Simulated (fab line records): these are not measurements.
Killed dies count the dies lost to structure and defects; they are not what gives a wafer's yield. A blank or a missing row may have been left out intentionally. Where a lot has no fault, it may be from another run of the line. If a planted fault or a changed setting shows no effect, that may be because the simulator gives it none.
Which tool did it? || flow gf180mcu || 6 lots, 18 wafers sampled, at 2 steps of a route of 602

== WHAT THE GAUGES READ, wafer by wafer ==
GF_V3_THK_MEAS_01.
{"lot": "L949", "measured": "day 22 22:14", "on": "film metro-02", "V3_CVD_00_THK (nm)": "594 584 598"}
{"lot": "L951", "measured": "day 23 04:32", "on": "film metro-04", "V3_CVD_00_THK (nm)": "601 599 593"}
{"lot": "L954", "measured": "day 24 01:56", "on": "film metro-01", "V3_CVD_00_THK (nm)": "602 601 595"}
{"lot": "L961", "measured": "day 26 13:38", "on": "film metro-04", "V3_CVD_00_THK (nm)": "591 592 602"}
{"lot": "L966", "measured": "day 27 19:28", "on": "film metro-01", "V3_CVD_00_THK (nm)": "599 593 596"}
{"lot": "L969", "measured": "day 28 14:25", "on": "film metro-02", "V3_CVD_00_THK (nm)": "599 607 610"}

== WHICH TOOL RAN EACH LOT (tool, then ch and the chambers of the sampled wafers, then the start) ==
{"lot": "L949", "GF_M3_SPUTTER_02": "pvd sputter-03, day 21 21:58"}
{"lot": "L951", "GF_M3_SPUTTER_02": "pvd sputter-04, day 22 05:02"}
{"lot": "L954", "GF_M3_SPUTTER_02": "pvd sputter-03, day 23 02:20"}
{"lot": "L961", "GF_M3_SPUTTER_02": "pvd sputter-01, day 25 15:43"}
{"lot": "L966", "GF_M3_SPUTTER_02": "pvd sputter-03, day 26 22:26"}
{"lot": "L969", "GF_M3_SPUTTER_02": "pvd sputter-03, day 27 17:22"}
- GF_M3_SPUTTER_02: material AlCu, target thk 450 nm, time 23.9 s.

== THE ANSWER, worked out from the rows above alone ==
Rule: usual is defined by the lots themselves. Put in order of their means at a reading, lots are off if they are a third of the lots or fewer, leave a main group of 4 or more, and stand apart from it by a gap of 3 or more times the standard deviation of the main group's means; of several such gaps the widest counts. The tables above print the reading to a certain number of digits; a main group whose means all agree to those digits is not used. A lot without any number at a reading at which 4 lots or more have one is off too. The other lots that the step has rows for count as sound.
Across all readings shown, no lot is off: no conclusion can be drawn from this.

== WHAT THE SIMULATOR PUT IN ==
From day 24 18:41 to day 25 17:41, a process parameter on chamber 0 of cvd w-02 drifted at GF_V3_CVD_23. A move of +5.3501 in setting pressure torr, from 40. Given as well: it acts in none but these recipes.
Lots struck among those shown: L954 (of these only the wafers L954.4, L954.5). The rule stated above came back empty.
